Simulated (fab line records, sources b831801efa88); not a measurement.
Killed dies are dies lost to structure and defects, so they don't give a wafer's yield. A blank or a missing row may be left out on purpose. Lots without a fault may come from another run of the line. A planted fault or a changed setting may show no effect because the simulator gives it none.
Chamber matching | flow sky130 | SKY_VIA2_ETCH_14 on rie_diel-02: 4 sister chambers
The step etches BARC in N2/H2, stops on SiO2, time 45.9 s, target depth 60 nm. 14 wafers are shown with their chamber, then 7 later ones without.

WAFERS WITH THEIR CHAMBER
wafer  | chamber | drypump_motor_current_A (A) | rf_fwd_power_W (W) | throttle_valve_pct (%)
L238.1 | 0       | 5.8                         | 496.0              | 13.231
L238.4 | 0       | 5.8                         | 492.0              | 13.227
L238.6 | 1       | 5.9                         | 491.3              | 13.223
L243.1 | 2       | 6.2                         | 495.3              | 13.220
L243.2 | 3       | 5.4                         | 495.2              | 13.213
L243.6 | 2       | 6.2                         | 493.5              | 13.224
L245.1 | 1       | 5.8                         | 493.5              | 13.223
L245.3 | 0       | 5.7                         | 495.6              | 13.209
L245.5 | 0       | 5.7                         | 493.7              | 13.237
L252.2 | 1       | 5.8                         | 491.8              | 13.215
L252.3 | 3       | 5.3                         | 497.2              | 13.218
L252.4 | 0       | 5.8                         | 495.3              | 13.224
L256.1 | 1       | 5.8                         | 493.3              | 13.227
L256.3 | 0       | 5.8                         | 499.0              | 13.217

SIGNATURES (means of the wafers above)
reading                 | chamber 0 | chamber 1 | chamber 2 | chamber 3 | scatter within a chamber
drypump_motor_current_A | 5.767     | 5.825     | 6.200     | 5.350     | 0.0508
rf_fwd_power_W          | 495.267   | 492.475   | 494.400   | 496.200   | 1.87
throttle_valve_pct      | 13.22417  | 13.22200  | 13.22200  | 13.21550  | 0.00773
Rule: a wafer's distance from a chamber is the root of the sum, over the readings, of the square of ((its reading less the chamber's mean) divided by the reading's scatter). The wafer belongs to the nearest chamber; if the next one is less than 2 further off, it can't be placed. The scatter: the root of (the sum of the squares of (reading less its chamber's mean) over the shown wafers, divided by (wafers less chambers)).

WAFERS WITHOUT THEIR CHAMBER
wafer  | drypump_motor_current_A (A) | rf_fwd_power_W (W) | throttle_valve_pct (%)
L256.6 | 5.8                         | 491.7              | 13.232
L259.2 | 5.8                         | 490.2              | 13.229
L259.3 | 5.3                         | 497.9              | 13.210
L259.4 | 5.7                         | 495.7              | 13.230
L260.1 | 5.8                         | 491.4              | 13.223
L260.5 | 5.8                         | 490.4              | 13.219
L260.6 | 5.3                         | 494.8              | 13.210

WHICH CHAMBER EACH WENT THROUGH
wafer  | from the rows above     | in truth
L256.6 | can't be placed: 1 or 0 | 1
L259.2 | can't be placed: 1 or 0 | 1
L259.3 | 3                       | 3
L259.4 | can't be placed: 0 or 1 | 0
L260.1 | can't be placed: 1 or 0 | 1
L260.5 | can't be placed: 1 or 0 | 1
L260.6 | 3                       | 3
Placed correctly: 2 of 7. Can't be placed from these rows: 5 (the true chamber is among the candidates in 5). Placed wrongly: 0.
